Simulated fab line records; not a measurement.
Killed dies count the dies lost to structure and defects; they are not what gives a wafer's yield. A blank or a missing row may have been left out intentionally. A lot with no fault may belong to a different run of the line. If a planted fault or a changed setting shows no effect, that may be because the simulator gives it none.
The tool behind it: which one?    flow sky130    16 wafers sampled from 6 lots at 1 step of a route of 708

## WHAT THE GAUGES READ, wafer by wafer
SKY_LDD_LDN_OVL_MEAS_07.
lot   measured      on          LDD_LDN_OVL (nm)
L248  day 23 21:05  overlay-01  1.6 2.4 2.9
L250  day 24 18:07  overlay-01  0.8 0.0 1.5
L254  day 26 02:31  overlay-02  1.4 0.9 1.5
L259  day 28 00:22  overlay-01  1.4 1.3
L261  day 29 17:38  overlay-02  0.3 -0.1
L268  day 31 03:44  overlay-01  0.6 1.4 1.7

## WHAT TOOL EACH LOT RAN ON (gives the tool, then ch and the chambers of the sampled wafers, and finally the start)
Record: no process step prior to these readings.

## THE ANSWER, worked out from the rows above alone
Rule: usual is defined by the lots themselves. Put in order of their means at a reading, lots are off if they are a third of the lots or fewer, leave a main group of 4 or more, and stand apart from it by a gap of 3 or more times the standard deviation of the main group's means; of several such gaps the widest counts. If all means in a main group match to the digits the tables above print for the reading, that group is not used. A lot without any number at a reading at which 4 lots or more have one is off too. Where the step has rows for the other lots, those lots are counted as sound.
Across all readings shown, no lot is off: no conclusion can be drawn from this.

## WHAT THE SIMULATOR PUT IN
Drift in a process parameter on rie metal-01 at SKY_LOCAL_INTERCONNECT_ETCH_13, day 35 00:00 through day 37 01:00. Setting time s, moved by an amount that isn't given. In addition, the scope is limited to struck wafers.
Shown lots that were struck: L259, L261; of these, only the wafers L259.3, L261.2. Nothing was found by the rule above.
